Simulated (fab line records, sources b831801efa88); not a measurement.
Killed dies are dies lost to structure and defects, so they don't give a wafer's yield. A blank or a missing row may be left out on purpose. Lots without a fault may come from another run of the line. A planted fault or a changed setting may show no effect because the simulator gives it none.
A struck lot beside a sound one | flow sky130 | 35 steps out of a route of 708
Sound: wafers L566.4, L566.5, L566.6. Struck: wafers L579.1, L579.3. The cause comes at the end.
At each step with rows: each side's tool, then ch and its chambers, then its first start. Under that, the readings that differ: sound wafers | struck wafers | difference of the means | sigmas: that difference in standard deviations of wafers without a fault.
alike: readings whose means differ by less than 2 such deviations, and words and numbers that are the same on both sides. not compared: withheld readings, readings that some wafer has no value for, bounds like >300 that may hide the same value, and numbers for which the record gives no deviation and whose values overlap.
The two part at a step that has a row with sigmas, a row that says differs or no value, or rows on one side only. Numbers that don't overlap but have no deviation are shown without sigmas and don't part them. A reading that every wafer of one side lacks parts them only if that side has two wafers or more.

SKY_LOCAL_INTERCONNECT_CD_MEAS_11: target cd 170 nm.
  sound on cd_sem-02, day 33 03:20; struck on cd_sem-02, day 36 04:06
  alike: cd_nm
SKY_LOCAL_INTERCONNECT_OVL_MEAS_12:
  sound on overlay-02, day 33 03:25; struck on overlay-01, day 36 04:13
  alike: LOCAL_INTERCONNECT_OVL
then, 1 step without rows for these wafers: SKY_LOCAL_INTERCONNECT_ETCH_13 (etches BARC in N2/H2, stops on SiO2, time 45.9 s, target depth 60 nm).
SKY_LOCAL_INTERCONNECT_METAL_ETCH_14: etches TiN in Cl2/BCl3, stops on PSG, target depth 110 nm, time 31.4 s.
  sound on rie_metal-04 ch 0,1, day 33 03:31; struck on rie_metal-03 ch 0, day 36 04:19
  alike: drypump_motor_current_A, oes_product_au, throttle_valve_pct
  not compared: rf_hours_counter_h
SKY_LOCAL_INTERCONNECT_STRIP_15: strips in O2/N2.
  sound on plasma_asher-02 ch 0,1, day 33 03:35; struck on plasma_asher-02 ch 0,1, day 36 04:22
  alike: drypump_motor_current_A, oes_product_au, strip_time_to_endpoint_s
  not compared: rf_hours_counter_h
then, 3 steps without rows for these wafers: SKY_LOCAL_INTERCONNECT_STRIP_16 (strips in post etch residue remover, time 1200 s); SKY_LOCAL_INTERCONNECT_CLEAN_17 (cleans in IPA, time 180 s); SKY_LOCAL_INTERCONNECT_CLEAN_18 (cleans in O3/DIW).
SKY_CONTACT_CVD_00: deposits Si3N4, target thk 75 nm.
  sound on pecvd-01 ch 0,1,2, day 33 04:10; struck on pecvd-03 ch 0,1, day 36 05:02
  alike: heater_power_w
SKY_CONTACT_THK_MEAS_01:
  sound on film_metro-04, day 33 04:13; struck on film_metro-04, day 36 05:05
  alike: CONTACT_CVD_00_THK
then, 1 step without rows for these wafers: SKY_CONTACT_HDPCVD_02 (deposits SiO2, target thk 565 nm, time 94.2 s).
SKY_CONTACT_THK_MEAS_03:
  sound on film_metro-02, day 33 04:20; struck on film_metro-04, day 36 05:12
  alike: CONTACT_HDPCVD_THK
SKY_CONTACT_CMP_04: polishes SiO2.
  sound on cmp-02 ch 0,1,2, day 33 04:28; struck on cmp-02 ch 1,3, day 36 05:16
  reading                                     | sound           | struck      | difference | sigmas
  time_to_endpoint_s (s)                      | 80 92 89        | 109 113     | +24        | +4
  model.SiO2_of_CONTACT_HDPCVD_02.thk_nm (nm) | 338 341.3 340.2 | 419.7 421.1 | +80.6      |
  alike: motor_current_A
SKY_CONTACT_BOW_MEAS_05:
  sound on film_metro-04, day 33 04:44; struck on film_metro-04, day 36 05:51
  reading          | sound    | struck | difference                    | sigmas
  CONTACT_BOW (um) | 81 86 88 | - -    | no value on the struck wafers |
  not compared: hold
then, 7 steps without rows for these wafers: SKY_CONTACT_HMDS_07 (prime time 60 s); SKY_CONTACT_COAT_08 (resist thk 60 nm); SKY_CONTACT_COAT_09 (resist thk 450 nm); SKY_CONTACT_SOFTBAKE_10 (time 90 s); SKY_CONTACT_EXPOSE_11 (exposes mask CTM1, target cd 170 nm); SKY_CONTACT_PEB_12; SKY_CONTACT_DEVELOP_13 (develop time 60 s).
SKY_CONTACT_CD_MEAS_14: target cd 170 nm.
  sound on cd_sem-01, day 34 07:52; struck on cd_sem-02, day 37 07:30
  alike: cd_nm
  not compared: hold
SKY_CONTACT_OVL_MEAS_15:
  sound on overlay-02, day 34 07:57; struck on overlay-01, day 37 07:37
  alike: CONTACT_OVL
  not compared: hold
then, 1 step without rows for these wafers: SKY_CONTACT_ETCH_16 (etches BARC in N2/H2, stops on SiO2, time 45.9 s, target depth 60 nm).
SKY_CONTACT_ETCH_17: etches SiO2 in C4F8/O2/Ar, stops on Si3N4, target depth 340 nm.
  sound on rie_diel-01 ch 0,3, day 34 08:01; struck on rie_diel-01 ch 1,3, day 37 07:42
  reading                             | sound             | struck      | difference | sigmas
  oes_product_au (a.u.)               | 0.883 0.895 0.902 | 1.000 1.006 | +0.110     | +21
  model.CONTACT.feature_depth_nm (nm) | 338 341.3 340.2   | 412.8 413.1 | +73.1      |
  model.etch.depth_nm (nm)            | 338 341.3 340.2   | 412.8 413.1 | +73.1      |
then, 6 steps without rows for these wafers: SKY_CONTACT_ETCH_18 (etches Si3N4 in CHF3/O2, stops on TiN, time 39 s, target depth 75 nm); SKY_CONTACT_STRIP_19 (strips in O2/N2); SKY_CONTACT_STRIP_20 (strips in post etch residue remover, time 1200 s); SKY_CONTACT_CLEAN_21 (cleans in IPA, time 180 s); SKY_CONTACT_CLEAN_22 (cleans in O3/DIW); SKY_CONTACT_SPUTTER_23 (material TiN, target thk 20 nm, time 80 s).
SKY_CONTACT_CVD_24: deposits W, target thk 340 nm, time 102.12 s.
  sound on cvd_w-01 ch 0,1, day 34 08:50; struck on cvd_w-02 ch 0, day 37 08:31
  alike: heater_power_w
SKY_CONTACT_CMP_27: polishes, stops on SiO2, t overpolish 15 s, target thk 0 nm.
  sound on cmp-02 ch 0,2,3, day 34 09:11; struck on cmp-02 ch 0,3, day 37 08:54
  reading                                     | sound           | struck      | difference | sigmas
  model.SiO2_of_CONTACT_HDPCVD_02.thk_nm (nm) | 334.8 338.1 337 | 416.5 417.9 | +80.6      |
  alike: motor_current_A
SKY_METAL1_SPUTTER_00: material Ti, target thk 15 nm, time 10 s.
  sound on pvd_sputter-02, day 34 09:23; struck on pvd_sputter-04, day 37 09:06
  alike: throttle_valve_pct
-- the record jumps here: 13 days lie between the struck wafers' starts before and after (it left off in module METAL1 and takes up again in module PAD_OPEN, whose first step shown is number 708 of the route) --
SKY_PAD_OPEN_PROBE_99:
  sound on prober-02, day 47 22:58; struck on prober-02, day 50 00:49
  reading            | sound     | struck                                            | difference                   | sigmas
  hold               | - - -     | await_dispo/1.6h/release await_dispo/1.6h/release | no value on the sound wafers |
  killed_at_contacts | 37 28 32  | 113 145                                           | +97                          | +16
  killed_dies        | 100 83 92 | 175 223                                           | +107                         | +11
  killed_on_rim      | 21 18 27  | 30 74                                             | +30                          | +9
  alike: killed_at_M0_to_M3, killed_at_M4_up, killed_at_front_end, killed_at_other, killed_open, killed_short

WHERE THEY PART
First at SKY_CONTACT_CMP_04; last, within this record, at SKY_PAD_OPEN_PROBE_99.

WHY: what the simulator had put in
Process parameter drift: cmp-02, from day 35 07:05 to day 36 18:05, at SKY_CONTACT_CMP_04. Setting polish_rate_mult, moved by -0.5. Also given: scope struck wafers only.
